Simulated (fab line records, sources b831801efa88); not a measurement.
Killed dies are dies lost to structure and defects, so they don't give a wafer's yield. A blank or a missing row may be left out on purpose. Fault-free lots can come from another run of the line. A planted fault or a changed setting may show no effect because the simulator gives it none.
2 desks, one fault || flow gf180mcu || each desk has only its own numbers; what lay behind them comes last

== FOR THE TOOL OWNER'S DESK: pvdSputter-03 ==
At GF_V3_SPUTTER_22 (material TiN, target thk 10 nm, time 40 s) the tool's own readings: per lot run on this tool, the mean of the sampled wafers that have a number. The brackets show how far a lot's mean lies from the usual mean; more than 4 standard deviations puts the lot out of limits, marked OUT.
Columns: A = throttleValvePct at GF_V3_SPUTTER_22, usual 30.0 %
{"lot": "L101", "first seen here": "day 25 02:14", "A": 29.3}
{"lot": "L103", "first seen here": "day 25 16:06", "A": 29.7}
{"lot": "L108", "first seen here": "day 27 04:29", "A": 30.6}
This desk found nothing out of limits on any of the 3 lots.

== METROLOGY DESK ==
Means of the sampled wafers that have a number, per lot and without regard to the tool the lot ran on: this is what the gauges read. The brackets show how far a lot's mean lies from the usual mean; more than 4 standard deviations puts the lot out of limits, marked OUT.
Columns: A = cdNm at GF_V3_CD_MEAS_14, usual 259.9 nm; B = V3_OVL at GF_V3_OVL_MEAS_15, usual 3 nm
{"lot": "L998", "first seen here": "day 24 00:52", "A": 260.3, "B": 3}
{"lot": "L101", "first seen here": "day 25 01:23", "A": 261.2, "B": 1}
{"lot": "L103", "first seen here": "day 25 15:13", "A": 260.1, "B": 4}
{"lot": "L105", "first seen here": "day 26 06:32", "A": 260.1, "B": -4}
{"lot": "L108", "first seen here": "day 27 03:36", "A": 259.4, "B": -4}
{"lot": "L115", "first seen here": "day 29 02:32", "A": 259.2, "B": 2}
This desk found nothing out of limits on any of the 6 lots.

== BROUGHT TOGETHER ==
The desk of the tool owner found nothing out of limits.
Nothing out of limits was seen by the metrology desk.

== WHAT THE SIMULATOR HAD PUT IN ==
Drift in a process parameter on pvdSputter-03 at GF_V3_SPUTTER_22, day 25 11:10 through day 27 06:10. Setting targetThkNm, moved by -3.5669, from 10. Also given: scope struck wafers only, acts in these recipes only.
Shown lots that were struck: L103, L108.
